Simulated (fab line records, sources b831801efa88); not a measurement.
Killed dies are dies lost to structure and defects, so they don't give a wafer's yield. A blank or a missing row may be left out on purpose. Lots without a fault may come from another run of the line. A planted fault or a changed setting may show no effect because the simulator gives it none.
A struck lot beside a sound one | flow sky130 | 25 steps out of a route of 708
Sound: wafers L863.3, L863.4, L863.5. Struck: wafers L867.1, L867.3, L867.5. The cause comes at the end.
At each step with rows: each side's tool, then ch and its chambers, then its first start. Under that, the readings that differ: sound wafers | struck wafers | difference of the means | sigmas: that difference in standard deviations of wafers without a fault.
alike: readings whose means differ by less than 2 such deviations, and words and numbers that are the same on both sides. not compared: withheld readings, readings that some wafer has no value for, bounds like >300 that may hide the same value, and numbers for which the record gives no deviation and whose values overlap.
The two part at a step that has a row with sigmas, a row that says differs or no value, or rows on one side only. Numbers that don't overlap but have no deviation are shown without sigmas and don't part them. A reading that every wafer of one side lacks parts them only if that side has two wafers or more.

first, 3 steps without rows for these wafers: SKY_LOCAL_INTERCONNECT_STRIP_16 (strips in post etch residue remover, time 1200 s); SKY_LOCAL_INTERCONNECT_CLEAN_17 (cleans in IPA, time 180 s); SKY_LOCAL_INTERCONNECT_CLEAN_18 (cleans in O3/DIW).
SKY_CONTACT_CVD_00: deposits Si3N4, target thk 75 nm.
  sound on pecvd-03 ch 1,2, day 32 15:06; struck on pecvd-01 ch 0,1, day 34 02:29
  alike: heater_power_w, rf_fwd_power_W
SKY_CONTACT_THK_MEAS_01:
  sound on film_metro-01, day 32 15:10; struck on film_metro-02, day 34 02:31
  reading                 | sound          | struck         | difference | sigmas
  CONTACT_CVD_00_THK (nm) | 74.5 75.9 77.2 | 73.8 73.1 73.0 | -2.6       | -2
then, 1 step without rows for these wafers: SKY_CONTACT_HDPCVD_02 (deposits SiO2, target thk 565 nm, time 94.2 s).
SKY_CONTACT_THK_MEAS_03:
  sound on film_metro-04, day 32 15:17; struck on film_metro-04, day 34 02:38
  alike: CONTACT_HDPCVD_THK
SKY_CONTACT_CMP_04: polishes SiO2.
  sound on cmp-02 ch 0,3, day 32 15:20; struck on cmp-02 ch 0,3, day 34 02:42
  alike: motor_current_A, retaining_ring_pressure_frac, time_to_endpoint_s
SKY_CONTACT_BOW_MEAS_05:
  sound on film_metro-04, day 32 15:40; struck on film_metro-01, day 34 03:00
  alike: CONTACT_BOW
then, 3 steps without rows for these wafers: SKY_CONTACT_DEHYDRATE_06 (time 60 s); SKY_CONTACT_HMDS_07 (prime time 60 s); SKY_CONTACT_COAT_08 (resist thk 60 nm).
SKY_CONTACT_COAT_09: resist thk 450 nm.
  sound on litho_track-04 ch 0, day 33 05:00; struck on litho_track-01 ch 0, day 34 16:00
  reading                                        | sound           | struck          | difference | sigmas
  model.KrF-thick_of_CONTACT_COAT_09.thk_nm (nm) | 449.3 448.8 451 | 459 459.8 459.7 | +10        |
  alike: resist_line_temp_C
then, 4 steps without rows for these wafers: SKY_CONTACT_SOFTBAKE_10 (time 90 s); SKY_CONTACT_EXPOSE_11 (exposes mask CTM1, target cd 170 nm); SKY_CONTACT_PEB_12; SKY_CONTACT_DEVELOP_13 (develop time 60 s).
SKY_CONTACT_CD_MEAS_14: target cd 170 nm.
  sound on cd_sem-02, day 33 18:39; struck on cd_sem-01, day 35 05:51
  reading    | sound             | struck            | difference | sigmas
  cd_nm (nm) | 166.2 167.5 165.5 | 170.5 169.5 169.7 | +3.5       | +2
SKY_CONTACT_OVL_MEAS_15:
  sound on overlay-02, day 33 18:44; struck on overlay-01, day 35 05:58
  alike: CONTACT_OVL
SKY_CONTACT_ETCH_16: etches BARC in N2/H2, stops on SiO2, time 45.9 s, target depth 60 nm.
  sound on rie_diel-04 ch 0,1,3, day 33 18:46; struck on rie_diel-04 ch 1,2, day 35 06:01
  alike: chamber_pressure_mTorr, drypump_motor_current_A, oes_product_au, rf_fwd_power_W, throttle_valve_pct
  not compared: rf_hours_counter_h
SKY_CONTACT_ETCH_17: etches SiO2 in C4F8/O2/Ar, stops on Si3N4, target depth 340 nm.
  sound on rie_diel-04 ch 0,1,3, day 33 18:48; struck on rie_diel-04 ch 1,2, day 35 06:03
  alike: chamber_pressure_mTorr, oes_product_au, rf_fwd_power_W
SKY_CONTACT_ETCH_18: etches Si3N4 in CHF3/O2, stops on TiN, time 39 s, target depth 75 nm.
  sound on rie_diel-04 ch 0,1,3; struck on rie_diel-04 ch 1,2
  reading                                        | sound             | struck            | difference | sigmas
  oes_product_au (a.u.)                          | 0.848 0.867 0.875 | 0.839 0.843 0.845 | -0.021     | -3
  model.KrF-thick_of_CONTACT_COAT_09.thk_nm (nm) | 242.7 240.4 244   | 254.4 251.9 251.4 | +10.2      |
  alike: chamber_pressure_mTorr, drypump_motor_current_A, rf_fwd_power_W, throttle_valve_pct
  not compared: rf_hours_counter_h
SKY_CONTACT_STRIP_19: strips in O2/N2.
  sound on plasma_asher-01 ch 0,1, day 33 18:56; struck on plasma_asher-04 ch 0, day 35 06:08
  reading                      | sound             | struck            | difference | sigmas
  strip_time_to_endpoint_s (s) | 3.613 3.590 3.628 | 3.746 3.717 3.718 | +0.117     | +4
  alike: chamber_pressure_mTorr, drypump_motor_current_A, oes_product_au
  not compared: rf_hours_counter_h
then, 1 step without rows for these wafers: SKY_CONTACT_STRIP_20 (strips in post etch residue remover, time 1200 s).
SKY_PAD_OPEN_PROBE_99:
  the record has rows for the sound wafers here (prober-01, day 47 12:59) and none for the struck ones

WHERE THEY PART
First at SKY_CONTACT_THK_MEAS_01; last, within this record, at SKY_PAD_OPEN_PROBE_99.

WHY: what the simulator had put in
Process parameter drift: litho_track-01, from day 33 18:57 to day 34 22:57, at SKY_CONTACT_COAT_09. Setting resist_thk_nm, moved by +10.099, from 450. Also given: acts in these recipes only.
